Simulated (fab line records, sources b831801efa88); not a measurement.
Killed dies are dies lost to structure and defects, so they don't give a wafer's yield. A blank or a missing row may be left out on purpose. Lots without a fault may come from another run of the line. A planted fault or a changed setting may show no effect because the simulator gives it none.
One fault seen from 2 desks | flow gf180mcu | each desk has only its own numbers; what lay behind them comes last

THE TOOL OWNER'S DESK: pvd_sputter-01
The tool's own readings at GF_M1_SPUTTER_02 (material AlCu, target thk 450 nm, time 23.9 s): means of the sampled wafers that have a number, for each lot that ran on this tool. A lot is out of limits, marked OUT, if its mean lies more than 4 standard deviations from the usual mean; the brackets give that distance.
Columns: A = throttle_valve_pct at GF_M1_SPUTTER_02, usual 29.6 %
lot  | first seen here | A
L615 | day 17 05:55    | 27.8
L621 | day 19 10:12    | 27.4
L622 | day 19 17:11    | 27.3
L625 | day 20 22:32    | 29.5
L626 | day 21 05:20    | 28.1
L629 | day 22 03:38    | 28.7
L630 | day 22 12:32    | 28.3
This desk's finding: nothing out of limits on any of the 7 lots.

THE METROLOGY DESK
What the gauges read, lot by lot, whatever tool the lot ran on: means of the sampled wafers that have a number. A lot is out of limits, marked OUT, if its mean lies more than 4 standard deviations from the usual mean; the brackets give that distance.
Columns: A = CONTACT_OVL at GF_CONTACT_OVL_MEAS_15, usual 1 nm; B = M1_ALCU_RS at GF_M1_RS_MEAS_05, usual 0.0701 ohm/sq; C = M1_ALCU_THK at GF_M1_THK_MEAS_06, usual 450 nm; D = M1_OVL at GF_M1_OVL_MEAS_15, usual 1 nm
lot  | first seen here | A  | B      | C   | D
L613 | day 16 05:40    | 6  | 0.0693 | 455 | -4
L615 | day 17 04:36    | -4 | 0.0694 | 451 | 4
L616 | day 17 10:17    | 4  | 0.0695 | 453 | 2
L617 | day 17 16:40    | 4  | 0.0709 | 448 | 4
L619 | day 18 15:58    | -5 | 0.0704 | 447 | -4
L621 | day 19 08:53    | 1  | 0.0705 | 452 | -4
L622 | day 19 15:52    | -3 | 0.0699 | 448 | 5
L625 | day 20 21:13    | 1  | 0.0702 | 448 | 4
L626 | day 21 04:00    | 4  | 0.0704 | 450 | 0
L628 | day 21 16:22    | 1  | 0.0705 | 444 | 2
L629 | day 22 02:19    | -0 | 0.0692 | 462 | 1
L630 | day 22 11:14    | -5 | 0.0690 | 453 | -2
This desk's finding: nothing out of limits on any of the 12 lots.

PUT TOGETHER
The tool owner's desk saw nothing out of limits.
The metrology desk saw nothing out of limits.

WHAT THE SIMULATOR HAD PUT IN
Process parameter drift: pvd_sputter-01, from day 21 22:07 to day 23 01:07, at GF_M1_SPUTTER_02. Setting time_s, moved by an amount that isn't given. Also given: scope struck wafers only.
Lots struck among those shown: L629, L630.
